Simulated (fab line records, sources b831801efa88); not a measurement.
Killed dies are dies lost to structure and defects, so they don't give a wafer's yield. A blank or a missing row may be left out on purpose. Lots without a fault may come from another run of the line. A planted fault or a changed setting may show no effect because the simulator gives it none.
A struck lot beside a sound one | flow sky130 | 15 steps out of a route of 708
Sound: wafers L154.2, L154.3, L154.4. Struck: wafers L162.2, L162.3, L162.5. The cause comes at the end.
At each step with rows: each side's tool, then ch and its chambers, then its first start. Under that, the readings that differ: sound wafers | struck wafers | difference of the means | sigmas: that difference in standard deviations of wafers without a fault.
alike: readings whose means differ by less than 2 such deviations, and words and numbers that are the same on both sides. not compared: withheld readings, readings that some wafer has no value for, bounds like >300 that may hide the same value, and numbers for which the record gives no deviation and whose values overlap.
The two part at a step that has a row with sigmas, a row that says differs or no value, or rows on one side only. Numbers that don't overlap but have no deviation are shown without sigmas and don't part them. A reading that every wafer of one side lacks parts them only if that side has two wafers or more.

SKY_VIA2_SPUTTER_20: material TiN, target thk 20 nm, time 80 s.
  sound on pvd_sputter-04, day 37 08:59; struck on pvd_sputter-03, day 39 21:04
  alike: throttle_valve_pct
SKY_VIA2_CVD_21: deposits W, target thk 420 nm, time 126.4 s.
  sound on cvd_w-02 ch 0,1, day 37 09:02; struck on cvd_w-02 ch 0,1, day 39 21:07
  alike: heater_power_w
SKY_VIA2_RS_MEAS_22: measures by four-point-probe.
  sound on film_metro-02, day 37 09:11; struck on film_metro-03, day 39 21:16
  alike: VIA2_W_RS
SKY_VIA2_THK_MEAS_23: measures by xrf.
  sound on film_metro-02, day 37 09:18; struck on film_metro-03, day 39 21:23
  reading         | sound       | struck      | difference | sigmas
  VIA2_W_THK (nm) | 434 433 436 | 419 419 424 | -14        | -2
then, 3 steps without rows for these wafers: SKY_VIA2_CMP_24 (polishes, stops on SiO2, t overpolish 20 s, target thk 0 nm); SKY_METAL3_SPUTTER_00 (material Ti, target thk 15 nm, time 10 s); SKY_METAL3_SPUTTER_01 (material TiN, target thk 20 nm, time 16.7 s).
SKY_METAL3_SPUTTER_02: material AlCu, target thk 735 nm, time 39.1 s.
  sound on pvd_sputter-02, day 37 09:42; struck on pvd_sputter-02, day 39 21:47
  alike: throttle_valve_pct
SKY_METAL3_SPUTTER_03: material Ti, target thk 5 nm, time 3.3 s.
  sound on pvd_sputter-02, day 37 09:44; struck on pvd_sputter-02, day 39 21:49
  alike: throttle_valve_pct
SKY_METAL3_SPUTTER_04: material TiN, target thk 70 nm, time 58.3 s.
  sound on pvd_sputter-02, day 37 09:46; struck on pvd_sputter-02, day 39 21:50
  alike: throttle_valve_pct
then, 1 step without rows for these wafers: SKY_CAPM_CVD_00 (deposits SiO2, target thk 15.5 nm).
SKY_CAPM_THK_MEAS_01:
  sound on film_metro-04, day 37 09:50; struck on film_metro-03, day 39 21:55
  alike: CAPM_CVD_00_THK
SKY_CAPM_SPUTTER_02: material TiN, target thk 200 nm, time 166.7 s.
  sound on pvd_sputter-01, day 37 09:53; struck on pvd_sputter-01, day 39 21:58
  reading                                  | sound           | struck            | difference | sigmas
  model.TiN_of_CAPM_SPUTTER_02.thk_nm (nm) | 196 201.6 200.3 | 125.2 128.1 123.5 | -73.7      |
  alike: throttle_valve_pct
SKY_CAPM_RS_MEAS_03: measures by four-point-probe.
  sound on film_metro-03, day 37 10:01; struck on film_metro-02, day 39 22:26
  reading              | sound          | struck            | difference | sigmas
  CAPM_TIN_RS (ohm/sq) | 7.05 6.84 6.89 | 11.20 10.93 11.36 | +4.24      | +49
  not compared: hold
SKY_PAD_OPEN_PROBE_99:
  the record has rows for the sound wafers here (prober-02, day 46 16:34) and none for the struck ones

WHERE THEY PART
First at SKY_VIA2_THK_MEAS_23; last, within this record, at SKY_PAD_OPEN_PROBE_99.

WHY: what the simulator had put in
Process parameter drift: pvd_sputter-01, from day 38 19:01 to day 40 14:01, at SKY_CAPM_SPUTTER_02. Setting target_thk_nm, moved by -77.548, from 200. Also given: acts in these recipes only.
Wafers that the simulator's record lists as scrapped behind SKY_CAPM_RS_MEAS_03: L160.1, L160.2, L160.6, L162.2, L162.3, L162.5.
